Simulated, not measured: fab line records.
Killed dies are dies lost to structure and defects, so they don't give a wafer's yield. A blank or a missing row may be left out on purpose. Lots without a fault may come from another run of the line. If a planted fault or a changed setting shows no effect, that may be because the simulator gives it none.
Which tool is to blame?	flow sky130	10 lots with 30 wafers sampled at 4 steps, on a route of 708 steps

== WHAT THE GAUGES SHOWED, per wafer ==
SKY_METAL2_RS_MEAS_05: uses a four-point probe to measure.
lot	measured	on	METAL2_ALCU_RS (ohm/sq)
L568	day 35 02:14	film_metro-04	0.1218 0.1258 0.1241
L572	day 36 14:11	film_metro-01	0.1284 0.1264 0.1268
L574	day 37 01:14	film_metro-04	0.1242 0.1277 0.1265
L575	day 37 07:56	film_metro-04	0.1270 0.1262 0.1275
L576	day 38 05:44	film_metro-02	0.1251 0.1259 0.1264
L581	day 39 06:35	film_metro-02	0.1093 0.1277 0.1090 0.1091 0.1276 0.1089
L582	day 39 10:20	film_metro-04	0.1274 0.1096 0.1093 0.1273 0.1095 0.1091
L583	day 39 21:32	film_metro-01	0.1255 0.1236 0.1238
L588	day 41 14:49	film_metro-01	0.1254 0.1255 0.1248
L587	day 41 15:29	film_metro-01	0.1273 0.1271 0.1272

== WHICH TOOL RAN EACH LOT (tool, then ch and the chambers of the sampled wafers, then the start) ==
lot	SKY_VIA1_SPUTTER_20	SKY_METAL2_SPUTTER_02	SKY_METAL2_SPUTTER_03
L568	pvd_sputter-03, day 35 01:26	pvd_sputter-01, day 35 02:07	pvd_sputter-01, day 35 02:08
L572	pvd_sputter-01, day 36 13:25	pvd_sputter-04, day 36 14:06	pvd_sputter-04, day 36 14:08
L574	pvd_sputter-01, day 37 00:28	pvd_sputter-04, day 37 01:09	pvd_sputter-04, day 37 01:10
L575	pvd_sputter-03, day 37 07:10	pvd_sputter-04, day 37 07:51	pvd_sputter-04, day 37 07:52
L576	pvd_sputter-01, day 38 04:58	pvd_sputter-04, day 38 05:39	pvd_sputter-04, day 38 05:40
L581	pvd_sputter-03, day 39 05:49	pvd_sputter-04, day 39 06:29	pvd_sputter-04, day 39 06:31
L582	pvd_sputter-03, day 39 09:34	pvd_sputter-04, day 39 10:15	pvd_sputter-04, day 39 10:16
L583	pvd_sputter-03, day 39 20:46	pvd_sputter-01, day 39 21:26	pvd_sputter-01, day 39 21:28
L588	pvd_sputter-04, day 41 14:01	pvd_sputter-01, day 41 14:41	pvd_sputter-01, day 41 14:43
L587	pvd_sputter-03, day 41 14:43	pvd_sputter-02, day 41 15:23	pvd_sputter-02, day 41 15:25
- SKY_VIA1_SPUTTER_20: material TiN, target thk 20 nm, time 80 s.
- SKY_METAL2_SPUTTER_02: material AlCu, target thk 250 nm, time 13.3 s.
- SKY_METAL2_SPUTTER_03: material Ti, target thk 5 nm, time 3.3 s.

== THE ANSWER, worked out from the rows above alone ==
Rule: the lots themselves supply what counts as usual. The widest of any qualifying gaps counts: lots, ordered by their means at a reading, are off when they make up no more than a third of the lots, leave a main group of 4 or more, and stand apart from it by 3 or more times the standard deviation of that group's means. A main group whose means are all the same, to the digits that the tables above print for the reading, isn't used. A lot without any number at a reading at which 4 lots or more have one is off too. All remaining lots with rows at the step are treated as sound.
Off: L581, L582, seen at SKY_METAL2_RS_MEAS_05 (METAL2_ALCU_RS). For the main group the mean is 0.1258 ohm/sq and the standard deviation 0.0012.
If a tool, at a process step before that reading, ran all the lots that are off and no sound lot after the first of them, it fits. Gauges at SKY_METAL2_RS_MEAS_05: tried the same way as those tools. One candidate fits, namely pvd_sputter-04 at SKY_METAL2_SPUTTER_02 and SKY_METAL2_SPUTTER_03. At SKY_METAL2_SPUTTER_02 its last sound lot is L576 (day 38 05:39), its first lot that is off L581 (day 39 06:29): a fault that began between those two fits.

== WHAT THE SIMULATOR PUT IN ==
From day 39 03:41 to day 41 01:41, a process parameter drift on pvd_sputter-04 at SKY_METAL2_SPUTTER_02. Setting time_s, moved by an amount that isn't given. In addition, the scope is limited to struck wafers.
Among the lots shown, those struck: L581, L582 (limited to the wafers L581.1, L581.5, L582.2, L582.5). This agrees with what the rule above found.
